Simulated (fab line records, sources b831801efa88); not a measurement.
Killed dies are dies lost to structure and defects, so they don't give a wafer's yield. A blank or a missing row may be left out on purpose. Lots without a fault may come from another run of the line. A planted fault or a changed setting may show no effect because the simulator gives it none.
One fault seen from 2 desks | flow gf180mcu | each desk has only its own numbers; what lay behind them comes last

THE METROLOGY DESK
What the gauges read, lot by lot, whatever tool the lot ran on: means of the sampled wafers that have a number. A lot is out of limits, marked OUT, if its mean lies more than 4 standard deviations from the usual mean; the brackets give that distance.
Columns: A = TOP_METAL_ALCU_RS at GF_TOP_METAL_RS_MEAS_05, usual 0.0327 ohm/sq; B = TOP_METAL_ALCU_THK at GF_TOP_METAL_THK_MEAS_06, usual 890 nm
lot  | first seen here | A      | B
L824 | day 27 15:05    | 0.0326 | 893
L825 | day 27 23:17    | 0.0328 | 897
L826 | day 28 06:53    | 0.0325 | 898
L827 | day 28 22:12    | 0.0323 | 889
L830 | day 29 14:55    | 0.0328 | 892
L832 | day 30 10:47    | 0.0328 | 878
L838 | day 31 18:08    | 0.0327 | 897
L840 | day 32 08:47    | 0.0334 | 877
L841 | day 32 12:32    | 0.0332 | 874
L843 | day 32 23:41    | 0.0327 | 898
L845 | day 33 11:12    | 0.0326 | 895
L846 | day 34 00:41    | 0.0321 | 904
This desk's finding: nothing out of limits on any of the 12 lots.

THE TOOL OWNER'S DESK: plasma_asher-03
The tool's own readings at GF_TOP_METAL_STRIP_17 (strips in O2/N2): means of the sampled wafers that have a number, for each lot that ran on this tool. A lot is out of limits, marked OUT, if its mean lies more than 4 standard deviations from the usual mean; the brackets give that distance.
Columns: A = drypump_motor_current_A at GF_TOP_METAL_STRIP_17, usual 5.9 A; B = heater_power_w at GF_TOP_METAL_STRIP_17, usual 338 W; C = n2_flow_sccm at GF_TOP_METAL_STRIP_17, usual 299.8 sccm; D = o2_flow_sccm at GF_TOP_METAL_STRIP_17, usual 3000 sccm; E = oes_product_au at GF_TOP_METAL_STRIP_17, usual 0.711 a.u.; F = strip_time_to_endpoint_s at GF_TOP_METAL_STRIP_17, usual 12.97 s
lot  | first seen here | A   | B   | C     | D    | E     | F
L824 | day 28 10:36    | 6.0 | 328 | 299.6 | 2993 | 0.714 | 12.98
L827 | day 29 17:08    | 6.2 | 332 | 300.3 | 3002 | 0.710 | 12.96
L832 | day 31 04:34    | 6.3 | 333 | 300.0 | 2991 | 0.709 | 13.10
L838 | day 32 11:29    | 6.0 | 333 | 300.5 | 3005 | 0.716 | 12.87
This desk's finding: nothing out of limits on any of the 4 lots.

PUT TOGETHER
The metrology desk saw nothing out of limits.
The tool owner's desk saw nothing out of limits.

WHAT THE SIMULATOR HAD PUT IN
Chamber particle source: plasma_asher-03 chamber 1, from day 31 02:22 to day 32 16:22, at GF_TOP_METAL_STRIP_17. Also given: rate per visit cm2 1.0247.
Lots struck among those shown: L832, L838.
